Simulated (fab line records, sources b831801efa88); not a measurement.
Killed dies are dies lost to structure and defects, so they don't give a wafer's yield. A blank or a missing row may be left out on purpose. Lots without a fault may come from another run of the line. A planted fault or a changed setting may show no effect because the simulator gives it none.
A struck lot beside a sound one | flow gf180mcu | 14 steps out of a route of 602
Sound: wafers L232.1, L232.2, L232.4. Struck: wafers L237.2, L237.3, L237.5. The cause comes at the end.
At each step with rows: each side's tool, then ch and its chambers, then its first start. Under that, the readings that differ: sound wafers | struck wafers | difference of the means | sigmas: that difference in standard deviations of wafers without a fault.
alike: readings whose means differ by less than 2 such deviations, and words and numbers that are the same on both sides. not compared: withheld readings, readings that some wafer has no value for, bounds like >300 that may hide the same value, and numbers for which the record gives no deviation and whose values overlap.
The two part at a step that has a row with sigmas, a row that says differs or no value, or rows on one side only. Numbers that don't overlap but have no deviation are shown without sigmas and don't part them. A reading that every wafer of one side lacks parts them only if that side has two wafers or more.

first, 8 steps without rows for these wafers: GF_V3_DEHYDRATE_06 (time 60 s); GF_V3_HMDS_07 (prime time 60 s); GF_V3_COAT_08; GF_V3_COAT_09 (resist thk 1000 nm); GF_V3_SOFTBAKE_10 (time 60 s); GF_V3_EXPOSE_11 (exposes mask Via3, target cd 260 nm); GF_V3_PEB_12 (peb time 90 s); GF_V3_DEVELOP_13 (develop time 60 s).
GF_V3_CD_MEAS_14: target cd 260 nm.
  sound on cd_sem-01, day 22 18:10; struck on cd_sem-02, day 25 17:11
  alike: cd_nm
GF_V3_OVL_MEAS_15:
  sound on overlay-02, day 22 18:17; struck on overlay-02, day 25 17:17
  reading     | sound  | struck  | difference | sigmas
  V3_OVL (nm) | -4 1 5 | 9 11 14 | +11        | +2
GF_V3_ETCH_16: etches BARC in N2/H2.
  sound on rie_diel-03 ch 0,1,2, day 22 18:19; struck on rie_diel-04 ch 0,1,2, day 25 17:19
  alike: chamber_pressure_mTorr, drypump_motor_current_A, oes_product_au, throttle_valve_pct
GF_V3_ETCH_17: etches SiO2 in C4F8/O2/Ar, stops on TiN, target depth 635 nm.
  sound on rie_diel-03 ch 0,1,2; struck on rie_diel-04 ch 0,1,2
  alike: chamber_pressure_mTorr, oes_product_au
GF_V3_STRIP_18: strips in O2/N2.
  sound on plasma_asher-01 ch 0,1, day 22 18:27; struck on plasma_asher-01 ch 0,1, day 25 17:27
  no value came back on the struck wafers for chamber_pressure_mTorr (mTorr), drypump_motor_current_A (A), heater_power_w (W), oes_product_au (a.u.); on the sound wafers chamber_pressure_mTorr (mTorr) reads 1500.2 1500.0 1499.6
  not compared: rf_hours_counter_h
then, 1 step without rows for these wafers: GF_V3_STRIP_19 (strips in post etch residue remover, time 1200 s).

WHERE THEY PART
First at GF_V3_OVL_MEAS_15; last, within this record, at GF_V3_STRIP_18.

WHY: what the simulator had put in
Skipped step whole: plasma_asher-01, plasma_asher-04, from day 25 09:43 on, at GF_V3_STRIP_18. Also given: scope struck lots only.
